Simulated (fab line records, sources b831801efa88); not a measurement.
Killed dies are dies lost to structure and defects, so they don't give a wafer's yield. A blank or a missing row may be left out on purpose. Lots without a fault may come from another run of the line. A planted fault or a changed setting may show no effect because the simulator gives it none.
Which tool did it? | flow gf180mcu | 24 lots, 72 wafers sampled, at 5 steps of a route of 602

WHAT THE GAUGES READ, wafer by wafer
GF_M1_THK_MEAS_06: measures by xrf. Usual: M1_ALCU_THK 456 nm, standard deviation 5.4.
lot  | measured     | on            | M1_ALCU_THK (nm) | flag
L074 | day 16 04:45 | film_metro-01 | 449 446 452      |
L075 | day 16 11:17 | film_metro-01 | 459 455 453      |
L076 | day 16 20:29 | film_metro-04 | 461 447 451      |
L077 | day 17 06:01 | film_metro-04 | 465 460 460      |
L078 | day 17 16:08 | film_metro-03 | 454 450 451      |
L079 | day 18 03:51 | film_metro-03 | 456 453 457      |
L080 | day 18 17:56 | film_metro-04 | 464 456 459      |
L081 | day 18 19:08 | film_metro-01 | 457 448 455      |
L082 | day 19 11:06 | film_metro-04 | 454 452 454      |
L083 | day 20 02:55 | film_metro-03 | 455 459 451      |
L084 | day 20 05:07 | film_metro-04 | 449 458 456      |
L085 | day 20 12:10 | film_metro-01 | 468 463 465      |
L086 | day 20 15:32 | film_metro-04 | 452 450 447      |
L087 | day 21 09:14 | film_metro-01 | 456 461 458      |
L088 | day 21 14:46 | film_metro-04 | 456 464 462      |
L089 | day 21 23:08 | film_metro-03 | 461 449 457      |
L090 | day 22 09:39 | film_metro-01 | 458 466 457      |
L091 | day 22 14:19 | film_metro-01 | 460 464 461      |
L092 | day 22 19:53 | film_metro-03 | 460 453 450      |
L093 | day 23 08:16 | film_metro-04 | 460 467 464      |
L094 | day 23 14:47 | film_metro-01 | 460 452 462      |
L095 | day 23 17:58 | film_metro-03 | 457 451 456      |
L096 | day 24 04:54 | film_metro-04 | 454 462 460      |
L097 | day 24 15:35 | film_metro-01 | 455 455 451      |

GF_M3_RS_MEAS_05: measures by four-point-probe. Usual: M3_ALCU_RS 0.0696 ohm/sq, standard deviation 0.00082.
lot  | measured     | on            | M3_ALCU_RS (ohm/sq)  | flag
L074 | day 20 09:44 | film_metro-04 | 0.0709 0.0709 0.0694 |
L075 | day 20 16:27 | film_metro-01 | 0.0680 0.0692 0.0692 |
L076 | day 21 03:31 | film_metro-04 | 0.0699 0.0693 0.0699 |
L077 | day 21 12:09 | film_metro-01 | 0.0704 0.0690 0.0709 |
L078 | day 21 23:25 | film_metro-03 | 0.0696 0.0690 0.0688 |
L079 | day 22 10:35 | film_metro-04 | 0.0716 0.0713 0.0720 |
L080 | day 22 23:17 | film_metro-01 | 0.0690 0.0691 0.0694 |
L081 | day 23 00:52 | film_metro-03 | 0.0699 0.0691 0.0690 |
L082 | day 23 17:17 | film_metro-04 | 0.0690 0.0698 0.0686 |
L083 | day 24 06:48 | film_metro-04 | 0.0696 0.0682 0.0690 |
L084 | day 24 09:36 | film_metro-03 | 0.0685 0.0695 0.0682 |
L085 | day 24 16:10 | film_metro-03 | 0.0691 0.0699 0.0693 |
L086 | day 24 18:39 | film_metro-04 | 0.0700 0.0686 0.0699 |
L087 | day 25 11:15 | film_metro-03 | 0.0685 0.0693 0.0683 |
L088 | day 25 15:23 | film_metro-03 | 0.0701 0.0697 0.0695 |
L089 | day 25 21:16 | film_metro-01 | 0.0689 0.0700 0.0681 |
L090 | day 26 09:28 | film_metro-04 | 0.0693 0.0696 0.0685 |
L091 | day 26 13:30 | film_metro-01 | 0.0700 0.0699 0.0701 |
L092 | day 26 17:46 | film_metro-01 | 0.0707 0.0706 0.0703 |
L093 | day 27 04:21 | film_metro-04 | 0.0691 0.0702 0.0701 |
L094 | day 27 10:42 | film_metro-03 | 0.0696 0.0696 0.0702 |
L095 | day 27 14:29 | film_metro-01 | 0.0712 0.0707 0.0708 |
L096 | day 27 22:31 | film_metro-03 | 0.0691 0.0694 0.0692 |
L097 | day 28 10:11 | film_metro-01 | 0.0699 0.0702 0.0715 |

GF_M3_OVL_MEAS_15. Usual: M3_OVL 0 nm, standard deviation 5.1.
lot  | measured     | on         | M3_OVL (nm) | flag
L074 | day 21 09:49 | overlay-02 | 3 1 -2      |
L075 | day 21 16:58 | overlay-02 | 3 -4 2      |
L076 | day 22 03:04 | overlay-01 | 6 5 5       |
L077 | day 22 11:53 | overlay-01 | -4 1 -2     |
L078 | day 22 23:02 | overlay-02 | 6 6 5       |
L079 | day 23 09:50 | overlay-02 | 2 9 -1      |
L080 | day 23 22:07 | overlay-02 | -5 0 4      |
L081 | day 24 00:10 | overlay-01 | -4 0 3      |
L082 | day 24 15:46 | overlay-02 | -1 -3 -5    |
L083 | day 25 04:52 | overlay-02 | 5 15 4      |
L084 | day 25 07:29 | overlay-01 | -6 2 0      |
L085 | day 25 13:35 | overlay-01 | 4 0 3       |
L086 | day 25 16:22 | overlay-02 | -10 -5 -7   |
L087 | day 26 08:37 | overlay-01 | 9 -2 1      |
L088 | day 26 12:37 | overlay-01 | 0 -1 5      |
L089 | day 26 18:17 | overlay-02 | 1 4 2       |
L090 | day 27 05:07 | overlay-02 | -11 -7 1    |
L091 | day 27 09:26 | overlay-02 | 1 -6 1      |
L092 | day 27 14:05 | overlay-01 | -5 -9 -2    |
L093 | day 28 00:38 | overlay-01 | 2 -1 0      |
L094 | day 28 06:38 | overlay-01 | 11 7 9      |
L095 | day 28 10:22 | overlay-02 | -11 -8 -5   |
L096 | day 28 17:53 | overlay-01 | 0 -1 2      |
L097 | day 29 05:13 | overlay-02 | -6 -6 -2    |

GF_V3_THK_MEAS_03. Usual: V3_CVD_02_THK 853 nm, standard deviation 11.
lot  | measured     | on            | V3_CVD_02_THK (nm) | flag
L074 | day 21 10:43 | film_metro-02 | 860 846 860        |
L075 | day 21 17:51 | film_metro-04 | 845 846 833        |
L076 | day 22 04:04 | film_metro-02 | 844 856 860        |
L077 | day 22 12:55 | film_metro-03 | 847 868 879        |
L078 | day 23 00:05 | film_metro-03 | 862 857 872        |
L079 | day 23 10:52 | film_metro-04 | 846 873 870        |
L080 | day 23 23:00 | film_metro-04 | 840 835 863        |
L081 | day 24 01:04 | film_metro-04 | 854 864 876        |
L082 | day 24 16:41 | film_metro-04 | 834 850 846        |
L083 | day 25 05:46 | film_metro-03 | 834 854 855        |
L084 | day 25 08:22 | film_metro-02 | 847 837 853        |
L085 | day 25 14:32 | film_metro-02 | 840 864 857        |
L086 | day 25 17:17 | film_metro-04 | 838 830 860        |
L087 | day 26 09:31 | film_metro-03 | 849 844 856        |
L088 | day 26 13:31 | film_metro-04 | 839 840 840        |
L089 | day 26 19:10 | film_metro-03 | 856 871 869        |
L090 | day 27 06:01 | film_metro-02 | 853 839 867        |
L091 | day 27 10:22 | film_metro-03 | 846 849 869        |
L092 | day 27 15:01 | film_metro-04 | 833 844 858        |
L093 | day 28 01:32 | film_metro-04 | 863 861 875        |
L094 | day 28 07:32 | film_metro-04 | 842 864 867        |
L095 | day 28 11:17 | film_metro-03 | 849 856 856        |
L096 | day 28 18:46 | film_metro-02 | 839 849 866        |
L097 | day 29 06:09 | film_metro-02 | 851 847 852        |

WHICH TOOL RAN EACH LOT (tool, then ch and the chambers of the sampled wafers, then the start)
lot  | GF_V1_CMP_04
L074 | cmp-02 ch 0,1, day 17 04:49
L075 | cmp-02 ch 0,2,3, day 17 10:55
L076 | cmp-02 ch 1,2,3, day 17 21:15
L077 | cmp-02 ch 0,1,3, day 18 06:44
L078 | cmp-01 ch 0,3, day 18 17:00
L079 | cmp-01 ch 0,1,2, day 19 04:59
L080 | cmp-02 ch 0,1,2, day 19 19:19
L081 | cmp-01 ch 1,2,3, day 19 20:40
L082 | cmp-01 ch 0,1,2, day 20 12:23
L083 | cmp-01 ch 0,1, day 21 04:20
L084 | cmp-01 ch 0,2,3, day 21 06:16
L085 | cmp-02 ch 0,1, day 21 13:19
L086 | cmp-01 ch 1,2,3, day 21 16:35
L087 | cmp-02 ch 0,1,2, day 22 10:21
L088 | cmp-02 ch 1,2, day 22 15:21
L089 | cmp-02 ch 1,2,3, day 22 23:22
L090 | cmp-02 ch 2,3, day 23 10:19
L091 | cmp-02 ch 0,1,3, day 23 14:53
L092 | cmp-02 ch 0,2,3, day 23 20:04
L093 | cmp-02 ch 0,2,3, day 24 07:35
L094 | cmp-01 ch 0,3, day 24 14:38
L095 | cmp-02 ch 0,1,2, day 24 17:41
L096 | cmp-02 ch 0,1,2, day 25 03:37
L097 | cmp-01 ch 0,1,3, day 25 14:30
- GF_V1_CMP_04: polishes SiO2.

WHAT THE TOOLS THEMSELVES READ (means of the sampled wafers that have a number; where no wafer has one, the mark that the record gives instead)
GF_V1_CMP_04. Usual: head_pressure_psi 4.000 psi, standard deviation 0.0082; motor_current_A 11.9 A, standard deviation 0.89; slurry_filter_dp_kPa 13.52 kPa, standard deviation 0.13; slurry_flow_ml_min 150.0, standard deviation 0.5; time_to_endpoint_s 79 s, standard deviation 6.6.
lot  | tool   | head_pressure_psi (psi) | motor_current_A (A) | slurry_filter_dp_kPa (kPa) | slurry_flow_ml_min | time_to_endpoint_s (s) | flag
L074 | cmp-02 | 4.006                   | 11.0                | 13.50                      | 149.3              | 84                     |
L075 | cmp-02 | 3.998                   | 12.3                | 13.48                      | 150.0              | 72                     |
L076 | cmp-02 | 4.007                   | 11.6                | 13.58                      | 149.4              | 82                     |
L077 | cmp-02 | 4.001                   | 11.8                | 13.52                      | 150.3              | 79                     |
L078 | cmp-01 | 3.991                   | 11.9                | 13.53                      | 150.0              | 81                     |
L079 | cmp-01 | 4.002                   | 11.9                | 13.62                      | 149.9              | 87                     |
L080 | cmp-02 | 4.007                   | 11.4                | 13.43                      | 150.0              | 83                     |
L081 | cmp-01 | 4.007                   | 12.3                | 13.45                      | 150.5              | 82                     |
L082 | cmp-01 | 3.997                   | 11.9                | 13.50                      | 150.0              | 79                     |
L083 | cmp-01 | 3.998                   | 11.5                | 13.46                      | 150.1              | 77                     |
L084 | cmp-01 | 3.994                   | 12.2                | 13.66                      | 149.3              | 71                     |
L085 | cmp-02 | 4.008                   | 11.1                | 13.54                      | 150.0              | 79                     |
L086 | cmp-01 | 4.008                   | 12.3                | 13.46                      | 150.2              | 82                     |
L087 | cmp-02 | 4.003                   | 11.4                | 13.42                      | 150.2              | 70                     |
L088 | cmp-02 | 3.996                   | 11.3                | 13.43                      | 150.7              | 73                     |
L089 | cmp-02 | 3.997                   | 12.0                | 13.55                      | 150.2              | 76                     |
L090 | cmp-02 | 4.001                   | 12.3                | 13.61                      | 150.3              | 79                     |
L091 | cmp-02 | 4.004                   | 12.4                | 13.51                      | 149.8              | 76                     |
L092 | cmp-02 | 4.000                   | 12.1                | 13.59                      | 149.7              | 78                     |
L093 | cmp-02 | 4.002                   | 12.2                | 13.46                      | 150.1              | 74                     |
L094 | cmp-01 | 4.001                   | 11.9                | 13.45                      | 149.9              | 92                     |
L095 | cmp-02 | 4.000                   | 11.9                | 13.48                      | 150.6              | 77                     |
L096 | cmp-02 | 4.003                   | 11.5                | 13.53                      | 150.1              | 83                     |
L097 | cmp-01 | 3.999                   | 11.8                | 13.58                      | 149.9              | 85                     |

THE ANSWER, worked out from the rows above alone
Rule: a lot is off if the mean of its wafers that have a number lies more than 3 standard deviations from the usual mean. A lot without any number at a reading at which 4 lots or more have one is off too. The other lots that the step has rows for count as sound. The gauges are gone through in route order, then the tools' own readings, and for those a lot's mean is taken as printed above. The first step at which some lot is off is used, and at that step the reading that is off furthest; a lot without a number counts as furthest.
No lot is off at any reading shown: from this, nothing can be told.

WHAT THE SIMULATOR HAD PUT IN
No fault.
